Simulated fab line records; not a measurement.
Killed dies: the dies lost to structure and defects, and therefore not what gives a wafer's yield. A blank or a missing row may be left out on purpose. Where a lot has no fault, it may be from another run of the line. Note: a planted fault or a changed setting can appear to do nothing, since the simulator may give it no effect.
Which tool is to blame?    flow gf180mcu    42 wafers from 14 lots sampled at 5 of the route's 602 steps

WHAT THE GAUGES SHOWED, per wafer
GF_VT_IMPLANT_OVL_MEAS_29.
lot   measured      on          VT_IMPLANT_02_OVL (nm)
L630  day 7 11:57   overlay-02  -3.8 -2.2 -1.1
L631  day 7 17:07   overlay-01  0.1 -1.7 -0.2
L632  day 7 23:10   overlay-01  -1.4 -0.9 1.2
L633  day 8 05:30   overlay-02  -2.0 -1.2 -2.0
L636  day 9 00:11   overlay-01  -0.8 -2.3 -1.7
L643  day 10 21:15  overlay-02  -2.7 -2.3 -4.6
L644  day 11 05:48  overlay-02  -0.7 -1.3 -2.3
L645  day 11 12:07  overlay-02  -3.3 -2.0 -3.0
L646  day 11 18:30  overlay-02  -3.3 -3.1 -1.8
L647  day 12 00:46  overlay-02  -0.4 -1.2 -3.1
L648  day 12 09:08  overlay-02  -0.3 -1.0 -2.3
L649  day 12 14:31  overlay-02  0.7 -1.2 -3.8
L650  day 13 01:22  overlay-01  -1.6 -0.2 -3.8
L651  day 13 02:08  overlay-01  -2.2 -1.1 -1.5

GF_DUAL_GATE_THK_MEAS_03.
lot   measured      on             DUAL_GATE_OXIDATION_00_THK (nm)
L630  day 8 09:10   film_metro-03  10.82 10.81 10.75
L631  day 8 12:59   film_metro-03  10.45 10.59 10.58
L632  day 8 20:47   film_metro-03  17.30 17.23 17.27
L633  day 9 03:49   film_metro-02  17.61 17.45 17.30
L636  day 9 22:21   film_metro-04  10.82 11.01 10.77
L643  day 11 20:20  film_metro-03  16.99 17.12 17.13
L644  day 12 05:17  film_metro-02  10.93 10.83 10.73
L645  day 12 09:20  film_metro-02  10.74 10.73 10.77
L646  day 12 16:46  film_metro-02  11.46 11.35 11.46
L647  day 12 23:22  film_metro-02  10.85 10.92 10.85
L648  day 13 08:17  film_metro-04  11.03 10.95 11.05
L649  day 13 14:27  film_metro-04  10.81 10.87 10.76
L650  day 14 00:00  film_metro-04  10.67 10.65 10.87
L651  day 14 01:26  film_metro-04  10.87 10.97 10.72

GF_POLY_GATE_OVL_MEAS_11.
lot   measured      on          POLY_GATE_OVL (nm)
L630  day 9 22:01   overlay-02  3 -14 3
L631  day 10 02:13  overlay-02  -11 -11 -17
L632  day 10 07:50  overlay-01  -4 -1 5
L633  day 10 17:10  overlay-01  5 0 5
L636  day 11 18:16  overlay-01  -12 -12 -12
L643  day 13 12:57  overlay-01  -4 -1 1
L644  day 14 00:25  overlay-01  -7 -1 -6
L645  day 14 05:10  overlay-02  2 -13 -11
L646  day 14 14:07  overlay-01  3 0 -1
L647  day 14 19:41  overlay-01  -3 0 -4
L648  day 15 05:58  overlay-01  -6 -3 3
L649  day 15 11:17  overlay-02  -6 -14 -9
L650  day 15 22:19  overlay-02  0 -13 -6
L651  day 16 00:55  overlay-02  -15 -13 -9

GF_POLY_GATE_THK_MEAS_17.
lot   measured      on             POLY_GATE_OXIDATION_THK (nm)
L630  day 9 23:37   film_metro-01  3.86 3.94 3.89
L631  day 10 03:46  film_metro-02  3.95 3.91 3.89
L632  day 10 12:16  film_metro-04  4.01 4.01 3.99
L633  day 10 21:59  film_metro-04  3.94 3.93 3.96
L636  day 11 19:53  film_metro-04  3.80 3.78 3.85
L643  day 13 15:43  film_metro-02  4.04 4.01 3.95
L644  day 14 02:17  film_metro-04  3.98 4.01 4.00
L645  day 14 07:59  film_metro-04  4.05 4.05 4.09
L646  day 14 15:46  film_metro-01  4.05 4.00 4.06
L647  day 14 21:14  film_metro-01  4.11 4.13 4.08
L648  day 15 08:01  film_metro-01  4.11 4.14 4.11
L649  day 15 12:59  film_metro-04  3.98 3.94 3.95
L650  day 15 23:52  film_metro-04  3.73 3.85 3.82
L651  day 16 02:28  film_metro-04  3.81 3.89 3.83

WHAT TOOL EACH LOT RAN ON (gives the tool, then ch and the chambers of the sampled wafers, and finally the start)
lot   GF_DUAL_GATE_OXIDATION_02
L630  furnace-02 ch 0, day 8 07:42
L631  furnace-02 ch 0, day 8 11:32
L632  furnace-02 ch 0, day 8 16:43 and furnace-01 ch 0, day 8 19:18
L633  furnace-01 ch 0, day 8 23:31 and furnace-02 ch 0, day 9 02:20
L636  furnace-01 ch 0, day 9 20:55
L643  furnace-01 ch 0, day 11 17:16
L644  furnace-02 ch 0, day 12 03:50
L645  furnace-01 ch 0, day 12 07:52
L646  furnace-02 ch 0, day 12 15:19
L647  furnace-02 ch 0, day 12 21:54
L648  furnace-02 ch 0, day 13 06:50
L649  furnace-02 ch 0, day 13 13:00
L650  furnace-01 ch 0, day 13 22:32
L651  furnace-01 ch 0, day 13 23:59
- GF_DUAL_GATE_OXIDATION_02: stabilise 600 s, purge 300 s, target thk 10.887 nm.

WHAT THE TOOLS THEMSELVES READ (means of the sampled wafers that have a number; where no wafer has one, the mark that the record gives instead)
GF_DUAL_GATE_OXIDATION_02.
lot   tool                   spike_tc_top_C (C)  zone_power_centre_pct (%)
L630  furnace-02             910.1               21.7
L631  furnace-02             910.1               21.5
L632  furnace-02/furnace-01  910.4               20.3
L633  furnace-01/furnace-02  910.2               20.3
L636  furnace-01             911.0               19.0
L643  furnace-01             910.5               18.8
L644  furnace-02             909.2               21.6
L645  furnace-01             910.7               18.8
L646  furnace-02             909.6               21.4
L647  furnace-02             910.4               21.5
L648  furnace-02             908.8               21.7
L649  furnace-02             910.8               21.3
L650  furnace-01             910.0               18.8
L651  furnace-01             910.6               19.0

THE ANSWER, worked out from the rows above alone
Rule: the usual values come from the lots themselves. Put in order of their means at a reading, lots are off if they are a third of the lots or fewer, leave a main group of 4 or more, and stand apart from it by a gap of 3 or more times the standard deviation of the main group's means; of several such gaps the widest counts. A main group whose means are all the same, to the digits that the tables above print for the reading, isn't used. A lot without any number at a reading at which 4 lots or more have one is off too. Any other lot the step has rows for is counted as sound. After the gauges, taken in route order, come the tools' own readings; for these a lot's mean is taken, as printed above. At the first step where some lot is off, the reading lying furthest off is the one used; lots without a number count as furthest.
Off: L632, L633, L643, seen at GF_DUAL_GATE_THK_MEAS_03 (DUAL_GATE_OXIDATION_00_THK). Mean 10.86 nm and standard deviation 0.21 in the main group.
If a tool, at a process step before that reading, ran all the lots that are off and no sound lot after the first of them, it fits. Those tools and the gauges at GF_DUAL_GATE_THK_MEAS_03 are tried in the same way. Not one of the candidates tried fits.

WHAT THE SIMULATOR HAD PUT IN
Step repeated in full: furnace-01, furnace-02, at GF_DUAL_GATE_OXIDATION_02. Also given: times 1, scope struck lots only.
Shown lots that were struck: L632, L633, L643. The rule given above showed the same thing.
